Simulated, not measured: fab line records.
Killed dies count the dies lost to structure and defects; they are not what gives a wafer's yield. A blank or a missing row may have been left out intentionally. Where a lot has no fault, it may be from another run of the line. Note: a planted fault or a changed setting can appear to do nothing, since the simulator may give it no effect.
Which tool was responsible? + flow sky130 + 12 lots with 36 wafers sampled at 5 steps, on a route of 708 steps

## WHAT EACH GAUGE READ, for each wafer
SKY_SONOS_ONO_THK_MEAS_05. Usual: for SONOS_ONO_CVD_04_THK the level is 5.72 nm and the standard deviation is 0.091.
| lot  | measured     | on           | SONOS_ONO_CVD_04_THK (nm) | flag |
|------|--------------|--------------|---------------------------|------|
| L126 | day 12 00:41 | filmMetro-04 | 5.78 5.73 5.67            |      |
| L127 | day 12 10:34 | filmMetro-03 | 5.62 5.59 5.56            |      |
| L129 | day 12 16:02 | filmMetro-03 | 5.79 5.66 5.68            |      |
| L135 | day 14 21:52 | filmMetro-01 | 5.69 5.71 5.62            |      |
| L136 | day 15 01:55 | filmMetro-04 | 5.76 5.67 5.69            |      |
| L137 | day 15 10:09 | filmMetro-04 | 5.76 5.79 5.83            |      |
| L138 | day 15 13:40 | filmMetro-01 | 6.67 6.54 6.68            | OFF  |
| L139 | day 16 02:59 | filmMetro-01 | 6.76 6.66 6.69            | OFF  |
| L140 | day 16 12:09 | filmMetro-04 | 6.43 6.29 6.29            | OFF  |
| L147 | day 18 15:17 | filmMetro-03 | 5.71 5.77 5.65            |      |
| L148 | day 18 22:39 | filmMetro-01 | 5.75 5.71 5.77            |      |
| L149 | day 19 08:39 | filmMetro-04 | 5.66 5.77 5.66            |      |

SKY_POLY_GATE_OVL_MEAS_14. Usual: for POLY_GATE_OVL the level is 1 nm and the standard deviation is 5.9.
| lot  | measured     | on         | POLY_GATE_OVL (nm) | flag |
|------|--------------|------------|--------------------|------|
| L126 | day 16 19:54 | overlay-02 | 5 7 1              |      |
| L127 | day 17 08:25 | overlay-01 | 6 14 5             |      |
| L129 | day 17 11:46 | overlay-02 | 8 -1 8             |      |
| L135 | day 20 01:37 | overlay-02 | 8 2 -4             |      |
| L136 | day 20 08:19 | overlay-01 | 1 -8 2             |      |
| L137 | day 20 16:10 | overlay-02 | -7 0 -3            |      |
| L138 | day 20 20:19 | overlay-02 | -9 -10 -14         |      |
| L139 | day 21 09:57 | overlay-01 | -4 -5 -6           |      |
| L140 | day 21 23:28 | overlay-02 | -12 -2 -2          |      |
| L147 | day 24 00:36 | overlay-01 | -5 -6 -3           |      |
| L148 | day 24 07:42 | overlay-02 | 0 4 0              |      |
| L149 | day 24 17:48 | overlay-02 | -7 -10 -14         |      |

SKY_LOCAL_INTERCONNECT_RS_MEAS_01: uses a four-point probe to measure. Usual: for LOCAL_INTERCONNECT_TIN_RS the level is 14.20 ohm/sq and the standard deviation is 0.19.
| lot  | measured     | on           | LOCAL_INTERCONNECT_TIN_RS (ohm/sq) | flag |
|------|--------------|--------------|------------------------------------|------|
| L126 | day 29 12:41 | filmMetro-04 | 14.24 13.83 14.23                  |      |
| L127 | day 30 03:29 | filmMetro-02 | 14.33 14.36 14.23                  |      |
| L129 | day 30 06:14 | filmMetro-02 | 14.30 14.42 14.33                  |      |
| L135 | day 32 12:08 | filmMetro-01 | 14.37 14.02 14.31                  |      |
| L136 | day 32 21:40 | filmMetro-01 | 14.08 14.24 14.29                  |      |
| L137 | day 33 01:08 | filmMetro-04 | 14.43 14.20 14.17                  |      |
| L138 | day 33 07:56 | filmMetro-04 | 14.25 14.16 13.79                  |      |
| L139 | day 33 17:13 | filmMetro-01 | 14.06 14.10 13.82                  |      |
| L140 | day 34 04:28 | filmMetro-01 | 14.34 14.36 14.36                  |      |
| L147 | day 36 17:02 | filmMetro-01 | 14.29 14.33 14.37                  |      |
| L148 | day 36 17:44 | filmMetro-01 | 14.20 14.20 14.02                  |      |
| L149 | day 36 18:00 | filmMetro-02 | 14.52 14.58 14.43                  |      |

## EACH LOT AND THE TOOL THAT RAN IT (in order: tool; ch and the chambers of the sampled wafers; start)
| lot  | SKY_NWELL_STRIP_25                  | SKY_SONOS_ONO_CVD_04        |
|------|-------------------------------------|-----------------------------|
| L126 | plasmaAsher-02 ch 0,1, day 5 10:26  | lpcvd-03 ch 0, day 11 23:26 |
| L127 | plasmaAsher-04 ch 0,1, day 5 18:37  | lpcvd-03 ch 1, day 12 09:17 |
| L129 | plasmaAsher-04 ch 0,1, day 6 01:40  | lpcvd-03 ch 1, day 12 14:45 |
| L135 | plasmaAsher-02 ch 1, day 7 16:32    | lpcvd-03 ch 0, day 14 20:37 |
| L136 | plasmaAsher-02 ch 1, day 7 23:22    | lpcvd-03 ch 1, day 15 00:40 |
| L137 | plasmaAsher-04 ch 0,1, day 8 05:29  | lpcvd-03 ch 0, day 15 08:53 |
| L138 | plasmaAsher-02 ch 0,1, day 8 08:47  | lpcvd-03 ch 0, day 15 12:24 |
| L139 | plasmaAsher-04 ch 0,1, day 8 14:44  | lpcvd-03 ch 0, day 16 01:44 |
| L140 | plasmaAsher-02 ch 0,1, day 9 00:14  | lpcvd-03 ch 0, day 16 10:54 |
| L147 | plasmaAsher-04 ch 0,1, day 10 19:25 | lpcvd-03 ch 0, day 18 14:02 |
| L148 | plasmaAsher-02 ch 0,1, day 10 22:50 | lpcvd-03 ch 0, day 18 21:23 |
| L149 | plasmaAsher-02 ch 0,1, day 11 02:29 | lpcvd-03 ch 0, day 19 07:19 |
- SKY_NWELL_STRIP_25: strips in O2/N2.
- SKY_SONOS_ONO_CVD_04: deposits SiO2 from SiH4/N2O, target thk 5.7199 nm.

## AS READ BY THE TOOLS THEMSELVES (means over the sampled wafers that have a number; for cases with no such wafer, the mark the record gives instead)
SKY_NWELL_STRIP_25. Usual: drypumpMotorCurrentA 5.60 A, standard deviation 0.29; o2FlowSccm 3001 sccm, standard deviation 7.9; oesProductAu 0.722 a.u., standard deviation 0.0043; stripTimeToEndpointS 36.94 s, standard deviation 0.12.
| lot  | tool           | drypumpMotorCurrentA (A) | o2FlowSccm (sccm) | oesProductAu (a.u.) | stripTimeToEndpointS (s) | flag |
|------|----------------|--------------------------|-------------------|---------------------|--------------------------|------|
| L126 | plasmaAsher-02 | 5.91                     | 3000              | 0.724               | 37.02                    |      |
| L127 | plasmaAsher-04 | 5.27                     | 2998              | 0.723               | 36.80                    |      |
| L129 | plasmaAsher-04 | 5.25                     | 2990              | 0.724               | 37.01                    |      |
| L135 | plasmaAsher-02 | 5.72                     | 2993              | 0.723               | 36.91                    |      |
| L136 | plasmaAsher-02 | 5.73                     | 3006              | 0.723               | 36.83                    |      |
| L137 | plasmaAsher-04 | 5.29                     | 2999              | 0.725               | 36.82                    |      |
| L138 | plasmaAsher-02 | 5.92                     | 2997              | 0.725               | 37.19                    |      |
| L139 | plasmaAsher-04 | 5.42                     | 2997              | 0.720               | 36.97                    |      |
| L140 | plasmaAsher-02 | 5.91                     | 3000              | 0.721               | 37.12                    |      |
| L147 | plasmaAsher-04 | 5.27                     | 2996              | 0.722               | 37.06                    |      |
| L148 | plasmaAsher-02 | 5.89                     | 3001              | 0.726               | 37.00                    |      |
| L149 | plasmaAsher-02 | 5.92                     | 3007              | 0.723               | 37.03                    |      |

SKY_SONOS_ONO_CVD_04. Usual: spikeTcUpperC reads 901.0 C (standard deviation 1).
| lot  | tool     | spikeTcUpperC (C) | flag |
|------|----------|-------------------|------|
| L126 | lpcvd-03 | 900.6             |      |
| L127 | lpcvd-03 | 901.6             |      |
| L129 | lpcvd-03 | 900.1             |      |
| L135 | lpcvd-03 | 901.6             |      |
| L136 | lpcvd-03 | 901.0             |      |
| L137 | lpcvd-03 | 901.4             |      |
| L138 | lpcvd-03 | 901.4             |      |
| L139 | lpcvd-03 | 901.1             |      |
| L140 | lpcvd-03 | 901.6             |      |
| L147 | lpcvd-03 | 900.5             |      |
| L148 | lpcvd-03 | 901.1             |      |
| L149 | lpcvd-03 | 901.2             |      |

## THE ANSWER, worked out from the rows above alone
Rule: take the mean of a lot's wafers that have a number; if it is more than 3 standard deviations from the usual mean, the lot is off. Also off: a lot with no number at a reading for which 4 or more lots have one. Any other lot the step has rows for is counted as sound. First the gauges in route order, then the tools' own readings, where a lot's mean is used as printed above. At the first step where some lot is off, the reading lying furthest off is the one used; lots without a number count as furthest.
Off: L138, L139, L140, seen at SKY_SONOS_ONO_THK_MEAS_05 (SONOS_ONO_CVD_04_THK).
If a tool, at a process step before that reading, ran all the lots that are off and no sound lot after the first of them, it fits. Those tools and the gauges at SKY_SONOS_ONO_THK_MEAS_05 are tried in the same way. No candidate that was tried fits.

## WHAT HAD BEEN PUT IN BY THE SIMULATOR
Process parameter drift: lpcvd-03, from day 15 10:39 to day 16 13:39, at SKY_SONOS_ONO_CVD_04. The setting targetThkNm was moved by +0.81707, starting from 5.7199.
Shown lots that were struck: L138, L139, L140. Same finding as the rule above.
